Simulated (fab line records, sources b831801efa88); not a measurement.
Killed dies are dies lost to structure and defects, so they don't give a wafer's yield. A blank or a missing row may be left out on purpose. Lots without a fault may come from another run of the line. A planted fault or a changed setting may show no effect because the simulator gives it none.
fab line records | flow sky130
record lots=5 wafers=15 last_day=49
route steps=708 shown RES_XHIGH@339 SD_N@342 SD_P@359 SALICIDE@361 LI_CONTACT@362
lots that met no fault: from a run of the same line without faults
start_h: hours from the record's first day to the start of the lot's first wafer shown | wait_h: hours since the lot's step before | " the same as in the row above | L1.1+2: a row that stands for several wafers | - no value, or no start given | * or withheld: withheld | < > ~ a bound
route shown NAME@n: a module of which the file shows steps, and the number in the route of the first | usual: mean/standard deviation of fault-free wafers | same: alike in all rows | chamber/n: place in a boat | sites: the reading at each site | _std_site: their standard deviation | _edge_site: outer sites' mean less inner sites' | radius_mm: how far each site lies from the wafer's centre | mask NAME#n: copy n | behind: the tool/chamber that last shaped the wafer | hold: why the lot was held/for how many hours/how that ended | device: the transistor (n, p or np) that didn't switch | end of line: the same wafers' tests at the end of the route | a step without rows: its recipe alone | killed: dies lost to structure and defects at the first sort, not the wafer's yield | map: a wafer's dies, x killed, . not, _ none there
set.NAME: the setting as run; set.NAME@STEP: as run at that earlier step | model.NAME: the simulator's own value behind a step, which no gauge read
lots at some steps of the route; a table a step, a row a wafer
services: from which hour (start_h, from the record's first day; less than 0 if before it) a tool's chamber was out of use, for how many hours, and why
## steps
# step SKY_RES_XHIGH_IMPLANT_07
# recipe species=BF2 energy_kev=20 dose_cm2=3.6e+14 tilt_deg=0
# columns lot.wafer tool chamber start_h wait_h
L074.2+3+6 implanter-02 0 613.09 0.1
L077.4+5+6 implanter-02 0 644.27 0.1
L084.3+5+6 implanter-01 0 701.10 0.1
L086.2+3+5 implanter-01 0 715.82 0.1
L092.2+3+5 implanter-02 0 761.14 0.1
# step SKY_RES_XHIGH_STRIP_08
# recipe chemistry=O2/N2 power_w=1400 pressure_mtorr=1500 platen_temp_c=withheld o2_flow_sccm=3000 n2_flow_sccm=300 overash_fraction=0.5
# usual drypump_motor_current_A=5.8/0.51 oes_product_au=0.711/0.005 strip_time_to_endpoint_s=14.27/0.043
# columns lot.wafer tool chamber start_h wait_h drypump_motor_current_A oes_product_au rf_hours_counter_h strip_time_to_endpoint_s
L074.2 plasma_asher-04 0 613.21 0.1 6.3 0.708 75 14.26
L074.3 " 1 " " 5.4 0.714 - 14.23
L074.6 " 1 " " 5.5 0.715 - 14.24
L077.4 plasma_asher-02 1 644.38 0.1 5.8 0.715 - 14.26
L077.5 " 1 " " 5.8 0.712 - 14.31
L077.6 " 0 " " 6.2 0.714 - 14.28
L084.3 plasma_asher-04 0 701.23 0.1 6.3 0.718 - 14.25
L084.5 " 0 " " 6.3 0.709 - 14.19
L084.6 " 1 " " 5.5 0.714 - 14.27
L086.2 plasma_asher-02 0 715.95 0.1 6.2 0.718 106 14.32
L086.3 " 1 " " 5.8 0.707 - 14.31
L086.5 " 0 " " 6.2 0.716 - 14.32
L092.2 plasma_asher-03 0 761.26 0.1 5.7 0.715 64 14.34
L092.3 " 1 " " 4.7 0.710 - 14.35
L092.5 " 1 " " 4.7 0.710 - 14.29
# step SKY_RES_XHIGH_TW_MEAS_09
# usual RES_XHIGH_TW=1652/21
# columns lot.wafer tool chamber start_h wait_h RES_XHIGH_TW
L074.2 film_metro-04 - 613.32 0.1 1642
L074.3 " - " " 1650
L074.6 " - " " 1656
L077.4 film_metro-01 - 644.48 0.1 1630
L077.5 " - " " 1639
L077.6 " - " " 1629
L084.3 film_metro-02 - 701.32 0.1 1674
L084.5 " - " " 1668
L084.6 " - " " 1670
L086.2 film_metro-02 - 716.06 0.1 1661
L086.3 " - " " 1670
L086.5 " - " " 1678
L092.2 film_metro-02 - 761.37 0.1 1671
L092.3 " - " " 1669
L092.5 " - " " 1662
# step SKY_SD_N_DEHYDRATE_00
# recipe temp_c=200 time_s=60
# usual resist_line_temp_C=22.98/0.1
# same time_s=60
# columns lot.wafer tool chamber start_h wait_h resist_line_temp_C
L074.2 litho_track-03 0 627.04 13.7 22.96
L074.3 " 0 " " 22.81
L074.6 " 0 " " 22.95
L077.4 litho_track-04 0 657.37 12.9 22.93
L077.5 " 0 " " 22.89
L077.6 " 0 " " 23.00
L084.3 litho_track-01 0 714.21 12.9 23.03
L084.5 " 0 " " 22.96
L084.6 " 0 " " 22.84
L086.2 litho_track-01 0 729.54 13.5 22.81
L086.3 " 0 " " 22.86
L086.5 " 0 " " 22.91
L092.2 litho_track-01 0 774.09 12.7 23.06
L092.3 " 0 " " 23.09
L092.5 " 0 " " 23.02
# step SKY_SD_N_HMDS_01
# recipe prime_time_s=60 prime_temp_c=120
# usual resist_line_temp_C=23.00/0.083
# columns lot.wafer tool chamber start_h wait_h resist_line_temp_C
L074.2 litho_track-03 0 627.19 0.1 22.97
L074.3 " 0 " " 22.82
L074.6 " 0 " " 22.98
L077.4 litho_track-04 0 657.52 0.1 22.97
L077.5 " 0 " " 22.92
L077.6 " 0 " " 23.09
L084.3 litho_track-01 0 714.36 0.1 22.97
L084.5 " 0 " " 22.98
L084.6 " 0 " " 22.90
L086.2 litho_track-01 0 729.69 0.1 22.99
L086.3 " 0 " " 23.09
L086.5 " 0 " " 22.96
L092.2 litho_track-01 0 774.24 0.1 23.12
L092.3 " 0 " " 22.87
L092.5 " 0 " " 22.96
# step SKY_SD_N_COAT_02
# recipe resist=NOVOLAK spin_rpm=3000 resist_thk_nm=1140
# usual resist_line_temp_C=22.99/0.12
# columns lot.wafer tool chamber start_h wait_h resist_line_temp_C
L074.2 litho_track-03 0 627.34 0.1 22.93
L074.3 " 0 " " 22.99
L074.6 " 0 " " 22.77
L077.4 litho_track-04 0 657.67 0.1 23.05
L077.5 " 0 " " 23.16
L077.6 " 0 " " 23.07
L084.3 litho_track-01 0 714.51 0.1 23.03
L084.5 " 0 " " 22.91
L084.6 " 0 " " 23.00
L086.2 litho_track-01 0 729.84 0.1 22.77
L086.3 " 0 " " 22.82
L086.5 " 0 " " 22.72
L092.2 litho_track-01 0 774.39 0.1 23.20
L092.3 " 0 " " 23.09
L092.5 " 0 " " 23.11
# step SKY_SD_N_SOFTBAKE_03
# recipe temp_c=90 time_s=60 resist=NOVOLAK
# usual resist_line_temp_C=23.01/0.096
# same time_s=60
# columns lot.wafer tool chamber start_h wait_h resist_line_temp_C
L074.2 litho_track-03 0 627.49 0.1 22.99
L074.3 " 0 " " 23.03
L074.6 " 0 " " 23.06
L077.4 litho_track-04 0 657.82 0.1 23.07
L077.5 " 0 " " 23.12
L077.6 " 0 " " 23.10
L084.3 litho_track-01 0 714.66 0.1 23.18
L084.5 " 0 " " 23.11
L084.6 " 0 " " 23.06
L086.2 litho_track-01 0 729.99 0.1 22.89
L086.3 " 0 " " 22.83
L086.5 " 0 " " 23.04
L092.2 litho_track-01 0 774.54 0.1 23.02
L092.3 " 0 " " 22.88
L092.5 " 0 " " 23.02
# step SKY_SD_N_EXPOSE_04
# recipe mask_id=NSDM na=0.6 source_shape=conventional sigma_outer=0.6 polarization=unpolarized target_cd_nm=380 dose_mj=141
# usual reticle_temp_C=22.98/0.11
# columns lot.wafer tool chamber start_h wait_h mask reticle_temp_C
L074.2 iline_stepper-01 0 - - NSDM#0 23.00
L074.3 " 0 " " NSDM#0 23.02
L074.6 " 0 " " NSDM#0 22.90
L077.4 iline_stepper-01 0 - - NSDM#0 22.90
L077.5 " 0 " " NSDM#0 22.86
L077.6 " 0 " " NSDM#0 23.04
L084.3 iline_stepper-01 0 - - NSDM#0 23.06
L084.5 " 0 " " NSDM#0 23.10
L084.6 " 0 " " NSDM#0 22.91
L086.2 iline_stepper-02 0 - - NSDM#0 22.94
L086.3 " 0 " " NSDM#0 22.99
L086.5 " 0 " " NSDM#0 22.97
L092.2 iline_stepper-02 0 - - NSDM#0 23.15
L092.3 " 0 " " NSDM#0 22.94
L092.5 " 0 " " NSDM#0 22.99
# step SKY_SD_N_PEB_05
# recipe temp_c=withheld time_s=* resist=NOVOLAK
# usual resist_line_temp_C=*
# same time_s=*
# columns lot.wafer tool chamber start_h wait_h resist_line_temp_C
L074.2 litho_track-04 0 - - *
L074.3 " 0 " " *
L074.6 " 0 " " *
L077.4 litho_track-03 0 - - *
L077.5 " 0 " " *
L077.6 " 0 " " *
L084.3 litho_track-04 0 - - *
L084.5 " 0 " " *
L084.6 " 0 " " *
L086.2 litho_track-04 0 - - *
L086.3 " 0 " " *
L086.5 " 0 " " *
L092.2 litho_track-03 0 - - *
L092.3 " 0 " " *
L092.5 " 0 " " *
# step SKY_SD_N_DEVELOP_06
# recipe resist=NOVOLAK developer=TMAH develop_time_s=60 dev_temp_c=23
# usual resist_line_temp_C=23.01/0.087
# columns lot.wafer tool chamber start_h wait_h resist_line_temp_C
L074.2 litho_track-04 0 641.42 0.1 23.03
L074.3 " 0 " " 22.93
L074.6 " 0 " " 22.95
L077.4 litho_track-03 0 671.14 0.1 23.00
L077.5 " 0 " " 23.02
L077.6 " 0 " " 23.09
L084.3 litho_track-04 0 727.90 0.1 23.11
L084.5 " 0 " " 22.81
L084.6 " 0 " " 22.97
L086.2 litho_track-04 0 743.72 0.1 22.98
L086.3 " 0 " " 22.90
L086.5 " 0 " " 22.93
L092.2 litho_track-03 0 787.14 0.1 23.11
L092.3 " 0 " " 23.13
L092.5 " 0 " " 23.03
# step SKY_SD_N_CD_MEAS_07
# recipe target_cd_nm=380
# usual cd_nm=379.7/2.4
# columns lot.wafer tool chamber start_h wait_h cd_nm
L074.2 cd_sem-01 - 641.57 0.1 378.1
L074.3 " - " " 380.5
L074.6 " - " " 378.4
L077.4 cd_sem-01 - 671.27 0.1 376.8
L077.5 " - " " 377.9
L077.6 " - " " 376.2
L084.3 cd_sem-02 - 728.04 0.1 382.6
L084.5 " - " " 384.0
L084.6 " - " " 385.8
L086.2 cd_sem-02 - 743.87 0.1 378.9
L086.3 " - " " 380.4
L086.5 " - " " 380.2
L092.2 cd_sem-02 - 787.28 0.1 381.9
L092.3 " - " " 383.7
L092.5 " - " " 382.0
# step SKY_SD_N_OVL_MEAS_08
# usual SD_N_OVL=0.9/1.6
# columns lot.wafer tool chamber start_h wait_h SD_N_OVL[nm]
L074.2 overlay-01 - 641.68 0.1 1.0
L074.3 " - " " 0.4
L074.6 " - " " -0.1
L077.4 overlay-01 - 671.35 0.1 -0.6
L077.5 " - " " -1.2
L077.6 " - " " 0.1
L084.3 overlay-01 - 728.13 0.1 0.2
L084.5 " - " " 2.0
L084.6 " - " " 0.9
L086.2 overlay-01 - 743.98 0.1 1.8
L086.3 " - " " 1.0
L086.5 " - " " 1.3
L092.2 overlay-02 - 787.39 0.1 2.0
L092.3 " - " " 3.5
L092.5 " - " " 1.9
# step SKY_SD_N_IMPLANT_09
# recipe species=As energy_kev=50 dose_cm2=4e+15 tilt_deg=0
# columns lot.wafer tool chamber start_h wait_h
L074.2+3+6 implanter-02 0 641.73 0.0
L077.4+5+6 implanter-02 0 671.44 0.1
L084.3+5+6 implanter-01 0 728.21 0.1
L086.2+3+5 implanter-01 0 744.03 0.0
L092.2+3+5 implanter-03 0 787.44 0.0
# step SKY_SD_N_IMPLANT_10
# recipe species=P energy_kev=20 dose_cm2=1e+14 tilt_deg=0
# columns lot.wafer tool chamber start_h wait_h
L074.2+3+6 implanter-02 0 641.88 0.1
L077.4+5+6 implanter-02 0 671.59 0.1
L084.3+5+6 implanter-01 0 728.36 0.1
L086.2+3+5 implanter-01 0 744.18 0.1
L092.2+3+5 implanter-03 0 787.59 0.1
# step SKY_SD_N_STRIP_11
# recipe chemistry=O2/N2 power_w=1400 pressure_mtorr=1500 platen_temp_c=withheld o2_flow_sccm=3000 n2_flow_sccm=300 overash_fraction=0.5
# usual drypump_motor_current_A=5.7/0.48 oes_product_au=0.527/0.0043 strip_time_to_endpoint_s=22.55/0.041
# columns lot.wafer tool chamber start_h wait_h drypump_motor_current_A oes_product_au rf_hours_counter_h strip_time_to_endpoint_s
L074.2 plasma_asher-01 0 642.01 0.1 5.0 0.531 21 22.62
L074.3 " 0 " " 5.0 0.531 - 22.62
L074.6 " 0 " " 5.0 0.531 - 22.60
L077.4 plasma_asher-02 0 671.70 0.1 6.2 0.526 - 22.51
L077.5 " 1 " " 5.8 0.537 - 22.58
L077.6 " 0 " " 6.2 0.526 - 22.53
L084.3 plasma_asher-01 0 728.49 0.1 5.0 0.526 - 22.58
L084.5 " 1 " " 5.5 0.525 - 22.58
L084.6 " 0 " " 4.9 0.528 - 22.59
L086.2 plasma_asher-01 0 744.31 0.1 5.0 0.532 32 22.58
L086.3 " 0 " " 4.9 0.530 - 22.55
L086.5 " 1 " " 5.5 0.529 - 22.59
L092.2 plasma_asher-04 0 787.72 0.1 6.3 0.524 92 22.51
L092.3 " 1 " " 5.5 0.536 - 22.53
L092.5 " 0 " " 6.3 0.526 - 22.54
# step SKY_SD_N_TW_MEAS_12
# usual SD_N_TW=3999/39
# columns lot.wafer tool chamber start_h wait_h SD_N_TW
L074.2 film_metro-04 - 642.12 0.1 3989
L074.3 " - " " 3963
L074.6 " - " " 4006
L077.4 film_metro-04 - 671.80 0.1 4018
L077.5 " - " " 4034
L077.6 " - " " 4003
L084.3 film_metro-04 - 728.58 0.1 4005
L084.5 " - " " 4016
L084.6 " - " " 4008
L086.2 film_metro-01 - 744.42 0.1 3969
L086.3 " - " " 3990
L086.5 " - " " 3994
L092.2 film_metro-02 - 787.83 0.1 4088
L092.3 " - " " 4067
L092.5 " - " " 4029
# step SKY_SD_N_CLEAN_13
# recipe chemistry=SC1/SC2 mix=1:4:20 temp_c=70 time_s=150 dry=n2_spin
# usual bath_heat_duty_pct=13.9/2.2
# same time_s=150
# columns lot.wafer tool chamber start_h wait_h bath_heat_duty_pct
L074.2 wet_bench-02 3 642.17 0.0 11.4
L074.3 " 3 " " 11.9
L074.6 " 3 " " 12.2
L077.4 wet_bench-01 3 671.83 0.0 16.4
L077.5 " 3 " " 16.9
L077.6 " 3 " " 15.0
L084.3 wet_bench-02 3 728.62 0.0 10.2
L084.5 " 3 " " 11.2
L084.6 " 3 " " 12.4
L086.2 wet_bench-01 3 744.47 0.0 16.5
L086.3 " 3 " " 14.7
L086.5 " 3 " " 16.2
L092.2 wet_bench-04 1 787.88 0.0 15.8
L092.3 " 1 " " 15.2
L092.5 " 1 " " 15.3
# step SKY_SD_N_RTA_14
# recipe temp_c=1075 time_s=2 idle_temp_c=650 ramp_up_c_per_s=150 ramp_down_c_per_s=90 ambient=N2
# usual lamp_power_pct=15.73/0.052 ramp_up_c_per_s=150.00/0.029 wafer_temp_C_max=1077.9/1.1
# same time_s=2
# columns lot.wafer tool chamber start_h wait_h lamp_power_pct ramp_up_c_per_s wafer_temp_C_max
L074.2 rtp_anneal-02 0 642.23 0.0 15.69 149.98 1078.1
L074.3 " 0 " " 15.69 150.00 1078.2
L074.6 " 0 " " 15.74 150.03 1075.7
L077.4 rtp_anneal-01 0 671.91 0.0 15.77 149.98 1077.4
L077.5 " 0 " " 15.69 149.98 1078.1
L077.6 " 0 " " 15.75 149.99 1078.1
L084.3 rtp_anneal-02 0 728.69 0.0 15.74 149.98 1078.5
L084.5 " 0 " " 15.73 150.02 1077.5
L084.6 " 0 " " 15.76 150.02 1077.5
L086.2 rtp_anneal-02 0 744.52 0.0 15.72 149.97 1075.9
L086.3 " 0 " " 15.71 150.03 1080.7
L086.5 " 0 " " 15.68 149.95 1076.6
L092.2 rtp_anneal-02 0 787.94 0.0 15.65 149.99 1079.8
L092.3 " 0 " " 15.71 149.98 1076.7
L092.5 " 0 " " 15.74 150.01 1076.7
# step SKY_SD_N_RS_MEAS_16
# recipe thk_meas_gauge=four-point-probe
# usual SD_N_RS=68.59/0.12
# columns lot.wafer tool chamber start_h wait_h SD_N_RS[ohm/sq]
L074.2 film_metro-02 - 642.41 0.1 68.61
L074.3 " - " " 68.56
L074.6 " - " " 68.65
L077.4 film_metro-01 - 672.11 0.1 68.58
L077.5 " - " " 68.52
L077.6 " - " " 68.68
L084.3 film_metro-02 - 728.88 0.1 68.71
L084.5 " - " " 68.65
L084.6 " - " " 68.67
L086.2 film_metro-01 - 744.71 0.1 68.50
L086.3 " - " " 68.68
L086.5 " - " " 68.45
L092.2 film_metro-01 - 788.12 0.1 68.50
L092.3 " - " " 68.46
L092.5 " - " " 68.46
# step SKY_SD_N_RS_MEAS_17
# recipe thk_meas_gauge=four-point-probe
# usual SD_P_RS=147.5/0.4
# columns lot.wafer tool chamber start_h wait_h SD_P_RS[ohm/sq]
L074.2 film_metro-02 - 642.53 0.1 147.6
L074.3 " - " " 148.1
L074.6 " - " " 147.6
L077.4 film_metro-01 - 672.23 0.1 147.0
L077.5 " - " " 147.5
L077.6 " - " " 147.8
L084.3 film_metro-02 - 729.00 0.1 148.0
L084.5 " - " " 147.7
L084.6 " - " " 147.7
L086.2 film_metro-01 - 744.83 0.1 147.6
L086.3 " - " " 147.7
L086.5 " - " " 147.1
L092.2 film_metro-01 - 788.24 0.1 147.8
L092.3 " - " " 147.5
L092.5 " - " " 147.7
# step SKY_SD_N_RS_MEAS_18
# recipe thk_meas_gauge=four-point-probe
# usual RES_XHIGH_RS=333.7/0.97
# columns lot.wafer tool chamber start_h wait_h RES_XHIGH_RS[ohm/sq]
L074.2 film_metro-02 - 642.65 0.1 332.6
L074.3 " - " " 333.8
L074.6 " - " " 332.8
L077.4 film_metro-01 - 672.35 0.1 332.7
L077.5 " - " " 333.8
L077.6 " - " " 333.0
L084.3 film_metro-02 - 729.12 0.1 333.6
L084.5 " - " " 335.5
L084.6 " - " " 334.3
L086.2 film_metro-01 - 744.95 0.1 332.8
L086.3 " - " " 332.4
L086.5 " - " " 331.9
L092.2 film_metro-01 - 788.36 0.1 333.7
L092.3 " - " " 334.9
L092.5 " - " " 333.1
# step SKY_SALICIDE_CLEAN_00
# recipe chemistry=HF-last time_s=30 dilution=100:1 dry=ipa_marangoni
# same time_s=30
# columns lot.wafer tool chamber start_h wait_h
L074.2+3+6 wet_bench-03 3 642.75 0.1
L077.4+5+6 wet_bench-03 3 672.41 0.0
L084.3+5+6 wet_bench-03 3 729.20 0.1
L086.2+3+5 wet_bench-03 3 745.05 0.1
L092.2+3+5 wet_bench-02 1 788.46 0.1
# step SKY_LI_CONTACT_HDPCVD_00
# recipe material=PSG target_thk_nm=930 sigma_open_frac=0.3 time_s=155 temp_c=600 sih4_flow_sccm=60 pressure_mtorr=6
# usual sih4_flow_sccm=60.01/0.19
# same time_s=155
# columns lot.wafer tool chamber start_h wait_h sih4_flow_sccm
L074.2 hdpcvd-01 0 642.77 0.0 59.74
L074.3 " 1 " " 59.86
L074.6 " 2 " " 59.78
L077.4 hdpcvd-02 2 672.48 0.1 59.71
L077.5 " 0 " " 60.00
L077.6 " 2 " " 59.52
L084.3 hdpcvd-01 0 729.22 0.0 60.08
L084.5 " 2 " " 60.08
L084.6 " 1 " " 59.89
L086.2 hdpcvd-02 0 745.07 0.0 59.64
L086.3 " 2 " " 60.48
L086.5 " 2 " " 60.30
L092.2 hdpcvd-02 2 788.48 0.0 59.97
L092.3 " 0 " " 59.78
L092.5 " 2 " " 60.07
# step SKY_LI_CONTACT_THK_MEAS_01
# recipe reads=PSG_of_LI_CONTACT_HDPCVD_00
# usual LI_CONTACT_HDPCVD_THK=928/8.7
# columns lot.wafer tool chamber start_h wait_h LI_CONTACT_HDPCVD_THK[nm]
L074.2 film_metro-01 - 642.88 0.1 943
L074.3 " - " " 925
L074.6 " - " " 932
L077.4 film_metro-02 - 672.62 0.1 908
L077.5 " - " " 931
L077.6 " - " " 921
L084.3 film_metro-01 - 729.34 0.1 939
L084.5 " - " " 929
L084.6 " - " " 929
L086.2 film_metro-01 - 745.18 0.1 917
L086.3 " - " " 923
L086.5 " - " " 908
L092.2 film_metro-02 - 788.59 0.1 927
L092.3 " - " " 933
L092.5 " - " " 930
# step SKY_LI_CONTACT_CMP_02
# recipe material=PSG down_force_psi=4 platen_rpm=60 pad_velocity_m_s=0.94248
# usual motor_current_A=11.4/1 platen_rpm=60.00/0.041 time_to_endpoint_s=30.8/2.4
# columns lot.wafer tool chamber start_h wait_h motor_current_A platen_rpm time_to_endpoint_s
L074.2 cmp-01 1 642.93 0.0 9.9 60.02 33.4
L074.3 " 2 " " 11.1 60.02 27.9
L074.6 " 2 " " 10.3 59.99 29.3
L077.4 cmp-02 2 672.80 0.2 9.7 59.99 27.8
L077.6 " 3 " " 12.3 59.99 27.4
L077.5 " 0 " " 10.7 60.02 28.5
L084.3 cmp-02 2 729.43 0.1 9.9 60.04 34.8
L084.6 " 1 " " 11.5 60.02 32.0
L084.5 " 2 " " 9.9 60.05 31.4
L086.3 cmp-01 3 745.38 0.2 12.2 60.09 28.9
L086.2 " 0 " " 13.3 60.00 26.0
L086.5 " 1 " " 9.7 60.04 28.8
L092.2 cmp-01 1 788.74 0.1 10.3 60.00 31.5
L092.3 " 2 " " 11.1 60.04 28.2
L092.5 " 0 " " 13.1 59.96 27.5
# step SKY_LI_CONTACT_BOW_MEAS_03
# recipe mode=bow
# usual LI_CONTACT_BOW=56/6.8
# columns lot.wafer tool chamber start_h wait_h LI_CONTACT_BOW[um]
L074.2 film_metro-02 - 643.25 0.3 54
L074.3 " - " " 64
L074.6 " - " " 68
L077.4 film_metro-01 - 673.01 0.2 64
L077.5 " - " " 55
L077.6 " - " " 61
L084.3 film_metro-02 - 729.72 0.2 64
L084.5 " - " " 53
L084.6 " - " " 61
L086.2 film_metro-01 - 745.60 0.1 55
L086.3 " - " " 46
L086.5 " - " " 62
L092.2 film_metro-02 - 788.96 0.2 66
L092.3 " - " " 55
L092.5 " - " " 66
# step SKY_LI_CONTACT_DEHYDRATE_04
# recipe temp_c=200 time_s=60
# usual resist_line_temp_C=22.99/0.1
# same time_s=60
# columns lot.wafer tool chamber start_h wait_h resist_line_temp_C
L074.2 litho_track-03 0 655.99 12.7 22.93
L074.3 " 0 " " 22.94
L074.6 " 0 " " 22.84
L077.4 litho_track-03 0 686.29 13.3 23.08
L077.5 " 0 " " 23.04
L077.6 " 0 " " 23.06
L084.3 litho_track-04 0 742.80 13.1 23.08
L084.5 " 0 " " 23.08
L084.6 " 0 " " 23.06
L086.2 litho_track-03 0 758.34 12.7 22.95
L086.3 " 0 " " 22.96
L086.5 " 0 " " 22.91
L092.2 litho_track-02 0 800.97 12.0 22.90
L092.3 " 0 " " 22.96
L092.5 " 0 " " 23.05
# step SKY_LI_CONTACT_HMDS_05
# recipe prime_time_s=60 prime_temp_c=120
# usual resist_line_temp_C=22.99/0.087
# columns lot.wafer tool chamber start_h wait_h resist_line_temp_C
L074.2 litho_track-03 0 656.14 0.1 22.99
L074.3 " 0 " " 23.01
L074.6 " 0 " " 23.10
L077.4 litho_track-03 0 686.44 0.1 22.89
L077.5 " 0 " " 23.03
L077.6 " 0 " " 22.95
L084.3 litho_track-04 0 742.95 0.1 22.96
L084.5 " 0 " " 22.96
L084.6 " 0 " " 22.98
L086.2 litho_track-03 0 758.49 0.1 22.91
L086.3 " 0 " " 22.98
L086.5 " 0 " " 22.94
L092.2 litho_track-02 0 801.12 0.1 22.98
L092.3 " 0 " " 22.91
L092.5 " 0 " " 22.95
# step SKY_LI_CONTACT_COAT_06
# recipe resist=BARC temp_c=withheld time_s=withheld spin_rpm=3000 resist_thk_nm=60
# usual resist_line_temp_C=*
# columns lot.wafer tool chamber start_h wait_h resist_line_temp_C
L074.2 litho_track-03 0 656.29 0.1 *
L074.3 " 0 " " *
L074.6 " 0 " " *
L077.4 litho_track-03 0 686.59 0.1 *
L077.5 " 0 " " *
L077.6 " 0 " " *
L084.3 litho_track-04 0 743.10 0.1 *
L084.5 " 0 " " *
L084.6 " 0 " " *
L086.2 litho_track-03 0 758.64 0.1 *
L086.3 " 0 " " *
L086.5 " 0 " " *
L092.2 litho_track-02 0 801.27 0.1 *
L092.3 " 0 " " *
L092.5 " 0 " " *
# step SKY_LI_CONTACT_COAT_07
# recipe resist=KrF-thick spin_rpm=3000 resist_thk_nm=450
# usual resist_line_temp_C=23.02/0.11
# columns lot.wafer tool chamber start_h wait_h resist_line_temp_C
L074.2 litho_track-03 0 - - 23.13
L074.3 " 0 " " 23.17
L074.6 " 0 " " 23.07
L077.4 litho_track-03 0 - - 23.09
L077.5 " 0 " " 23.04
L077.6 " 0 " " 23.20
L084.3 litho_track-04 0 - - 23.00
L084.5 " 0 " " 23.11
L084.6 " 0 " " 23.02
L086.2 litho_track-03 0 - - 22.96
L086.3 " 0 " " 23.01
L086.5 " 0 " " 23.14
L092.2 litho_track-02 0 - - 23.18
L092.3 " 0 " " 23.00
L092.5 " 0 " " 23.04
# step SKY_LI_CONTACT_SOFTBAKE_08
# recipe temp_c=100 time_s=90 resist=KrF-thick
# usual resist_line_temp_C=23.01/0.12
# same time_s=90
# columns lot.wafer tool chamber start_h wait_h resist_line_temp_C
L074.2 litho_track-03 0 - - 22.72
L074.3 " 0 " " 22.58
L074.6 " 0 " " 22.63
L077.4 litho_track-03 0 - - 23.09
L077.5 " 0 " " 23.09
L077.6 " 0 " " 23.20
L084.3 litho_track-04 0 - - 23.01
L084.5 " 0 " " 22.91
L084.6 " 0 " " 22.96
L086.2 litho_track-03 0 - - 22.96
L086.3 " 0 " " 22.90
L086.5 " 0 " " 22.98
L092.2 litho_track-02 0 - - 23.00
L092.3 " 0 " " 22.94
L092.5 " 0 " " 23.22
# step SKY_LI_CONTACT_EXPOSE_09
# recipe mask_id=LICM1 na=0.8 source_shape=annular sigma_inner=0.55 sigma_outer=0.85 target_cd_nm=170 dose_mj=38
# usual reticle_temp_C=23.01/0.11
# columns lot.wafer tool chamber start_h wait_h mask reticle_temp_C
L074.2 krf_scanner-01 0 - - LICM1#0 23.16
L074.3 " 0 " " LICM1#0 23.20
L074.6 " 0 " " LICM1#0 22.97
L077.4 krf_scanner-01 0 - - LICM1#0 22.94
L077.5 " 0 " " LICM1#0 22.93
L077.6 " 0 " " LICM1#0 23.13
L084.3 krf_scanner-01 0 - - LICM1#0 23.02
L084.5 " 0 " " LICM1#0 23.24
L084.6 " 0 " " LICM1#0 23.04
L086.2 krf_scanner-01 0 - - LICM1#0 23.03
L086.3 " 0 " " LICM1#0 22.92
L086.5 " 0 " " LICM1#0 22.97
L092.2 krf_scanner-02 0 - - LICM1#0 23.00
L092.3 " 0 " " LICM1#0 22.98
L092.5 " 0 " " LICM1#0 23.19
# step SKY_LI_CONTACT_PEB_10
# recipe peb_temp_c=withheld peb_time_s=withheld resist=KrF-thick
# usual resist_line_temp_C=*
# columns lot.wafer tool chamber start_h wait_h resist_line_temp_C
L074.2 litho_track-04 0 - - *
L074.3 " 0 " " *
L074.6 " 0 " " *
L077.4 litho_track-04 0 - - *
L077.5 " 0 " " *
L077.6 " 0 " " *
L084.3 litho_track-03 0 - - *
L084.5 " 0 " " *
L084.6 " 0 " " *
L086.2 litho_track-02 0 - - *
L086.3 " 0 " " *
L086.5 " 0 " " *
L092.2 litho_track-04 0 - - *
L092.3 " 0 " " *
L092.5 " 0 " " *
# step SKY_LI_CONTACT_DEVELOP_11
# recipe develop_time_s=60 resist=KrF-thick dev_temp_c=21
# usual resist_line_temp_C=22.99/0.11
# columns lot.wafer tool chamber start_h wait_h resist_line_temp_C
L074.2 litho_track-04 0 - - 23.10
L074.3 " 0 " " 22.93
L074.6 " 0 " " 22.88
L077.4 litho_track-04 0 - - 23.00
L077.5 " 0 " " 23.05
L077.6 " 0 " " 22.88
L084.3 litho_track-03 0 - - 22.90
L084.5 " 0 " " 23.15
L084.6 " 0 " " 23.07
L086.2 litho_track-02 0 - - 22.89
L086.3 " 0 " " 22.93
L086.5 " 0 " " 22.84
L092.2 litho_track-04 0 - - 22.98
L092.3 " 0 " " 22.94
L092.5 " 0 " " 23.00
# step SKY_LI_CONTACT_CD_MEAS_12
# recipe target_cd_nm=170
# usual cd_nm=170.1/1.4
# columns lot.wafer tool chamber start_h wait_h cd_nm
L074.2 cd_sem-02 - 670.62 - 171.2
L074.3 " - " " 171.8
L074.6 " - " " 171.2
L077.4 cd_sem-02 - 700.81 - 170.1
L077.5 " - " " 169.8
L077.6 " - " " 169.3
L084.3 cd_sem-01 - 756.50 - 167.0
L084.5 " - " " 167.9
L084.6 " - " " 167.5
L086.2 cd_sem-02 - 772.51 - 167.9
L086.3 " - " " 168.2
L086.5 " - " " 168.0
L092.2 cd_sem-02 - 814.73 - 171.3
L092.3 " - " " 171.1
L092.5 " - " " 171.1
# step SKY_LI_CONTACT_OVL_MEAS_13
# usual LI_CONTACT_OVL=0/5.6
# columns lot.wafer tool chamber start_h wait_h LI_CONTACT_OVL[nm]
L074.2 overlay-02 - 670.73 0.1 -8
L074.3 " - " " -1
L074.6 " - " " -1
L077.4 overlay-01 - 700.89 0.1 5
L077.5 " - " " 0
L077.6 " - " " 0
L084.3 overlay-01 - 756.59 0.1 4
L084.5 " - " " 6
L084.6 " - " " 4
L086.2 overlay-02 - 772.62 0.1 -2
L086.3 " - " " -2
L086.5 " - " " 2
L092.2 overlay-01 - 814.84 0.1 8
L092.3 " - " " 14
L092.5 " - " " 12
## services
# columns tool chamber start_h hours kind
cmp-01 - 620.21 1.0 repair
rtp_anneal-02 - 632.40 3.0 pm
iline_stepper-01 - 632.63 1.7 pm
implanter-01 - 649.01 3.0 repair
plasma_asher-04 - 650.03 8.3 repair
implanter-01 - 654.81 1.2 repair
cmp-01 - 661.54 0.8 repair
hdpcvd-02 1 669.72 7.1 repair
implanter-01 - 670.32 8.3 pm
krf_scanner-01 - 671.67 1.3 pm
iline_stepper-01 - 674.32 2.1 pm
krf_scanner-01 - 677.00 0.8 pm
implanter-02 - 679.07 4.0 pm
plasma_asher-02 - 680.79 1.9 repair
krf_scanner-01 - 682.05 1.0 pm
hdpcvd-02 - 710.86 6.0 pm
plasma_asher-04 - 719.60 3.7 repair
iline_stepper-01 - 722.83 8.9 repair
iline_stepper-01 - 730.85 0.9 repair
plasma_asher-02 - 733.75 9.0 pm
krf_scanner-01 - 734.64 1.0 repair
plasma_asher-01 - 769.67 47.9 repair
hdpcvd-02 - 789.07 1.9 repair
implanter-02 - 809.83 5.1 pm
## key
fault none
